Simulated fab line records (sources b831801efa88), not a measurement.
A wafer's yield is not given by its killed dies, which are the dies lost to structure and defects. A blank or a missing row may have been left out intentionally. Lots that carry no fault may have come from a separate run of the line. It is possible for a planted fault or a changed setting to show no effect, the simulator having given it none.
A struck lot beside a sound one :: flow sky130 :: 15 out of 708 route steps
Sound: these wafers, L628.1, L628.2, L628.3. The struck wafers were L637.1, L637.4, L637.5. The cause comes at the end.
At each step with rows: each side's tool, then ch and its chambers, then its first start. Under that, the readings that differ: sound wafers :: struck wafers :: difference of the means :: sigmas: that difference in standard deviations of wafers without a fault.
alike: words and numbers the same on both sides, and readings whose means are apart by under 2 such deviations; not compared: readings that were withheld, readings missing a value for some wafer, numbers with overlapping values and no deviation given by the record, and bounds like >300 which may hide the same value.
Wherever a step has rows on one side only, a row that says differs or no value, or a row with sigmas, the two part there. Numbers that don't overlap but have no deviation are shown without sigmas and don't part them. A reading that every wafer of one side lacks parts them only if that side has two wafers or more.

first, 1 step without rows for these wafers: SKY_GATE_OXIDE_OXIDATION_01 (stabilise 600 s, purge 300 s, target thk 10.268 nm).
SKY_GATE_OXIDE_THK_MEAS_02:
  sound on filmMetro-04 at day 13 05:46; struck on filmMetro-04 at day 15 17:57
  alike: GATE_OXIDE_OXIDATION_00_THK
then, 7 steps without rows for these wafers: SKY_GATE_OXIDE_DEHYDRATE_03 (time 60 s); SKY_GATE_OXIDE_HMDS_04 (prime time 60 s); SKY_GATE_OXIDE_COAT_05 (resist thk 1140 nm); SKY_GATE_OXIDE_SOFTBAKE_06 (time 58.04 s); SKY_GATE_OXIDE_EXPOSE_07 (exposes mask LVOM, target cd 600 nm); SKY_GATE_OXIDE_PEB_08; SKY_GATE_OXIDE_DEVELOP_09 (develop time 60 s).
SKY_GATE_OXIDE_OVL_MEAS_10:
  sound on overlay-01 at day 14 07:18; struck on overlay-02 at day 16 21:21
  alike: GATE_OXIDE_OVL
then, 2 steps without rows for these wafers: SKY_GATE_OXIDE_IMPLANT_11; SKY_GATE_OXIDE_WET_ETCH_12 (etches SiO2 in dHF, target depth 16.8 nm, time 336 s).
SKY_GATE_OXIDE_STRIP_13: strips in O2/N2.
  sound on plasmaAsher-01 ch 0,1, day 14 07:35; struck on plasmaAsher-01 ch 0,1, day 16 21:39
  no value came back on the struck wafers for any of 6 readings (chamberPressureMTorr (mTorr), drypumpMotorCurrentA (A) and others); on the sound wafers chamberPressureMTorr (mTorr) reads 1498.7 1500.5 1499.6
reading: model.NOVOLAK_of_GATE_OXIDE_COAT_05.thkNm (nm)
sound: 0 0 0
struck: 1140 1138 1141
difference: +1140
sigmas: 
  not compared: rfHoursCounterH
SKY_GATE_OXIDE_TW_MEAS_14:
  sound on filmMetro-04 at day 14 07:41; struck on filmMetro-01 at day 16 21:45
  alike: GATE_OXIDE_TW
-- here the record skips 31 days between the struck wafers' starts before and after, leaving off in module GATE_OXIDE and picking up in module PAD_OPEN (first step shown: number 708 of the route) --
SKY_PAD_OPEN_PROBE_99:
  record: rows for the struck wafers here (prober-02, day 47 19:19), none for the sound ones

== WHERE THEY PART ==
First at SKY_GATE_OXIDE_STRIP_13; last, within this record, at SKY_PAD_OPEN_PROBE_99.

WHY: what the simulator had put in
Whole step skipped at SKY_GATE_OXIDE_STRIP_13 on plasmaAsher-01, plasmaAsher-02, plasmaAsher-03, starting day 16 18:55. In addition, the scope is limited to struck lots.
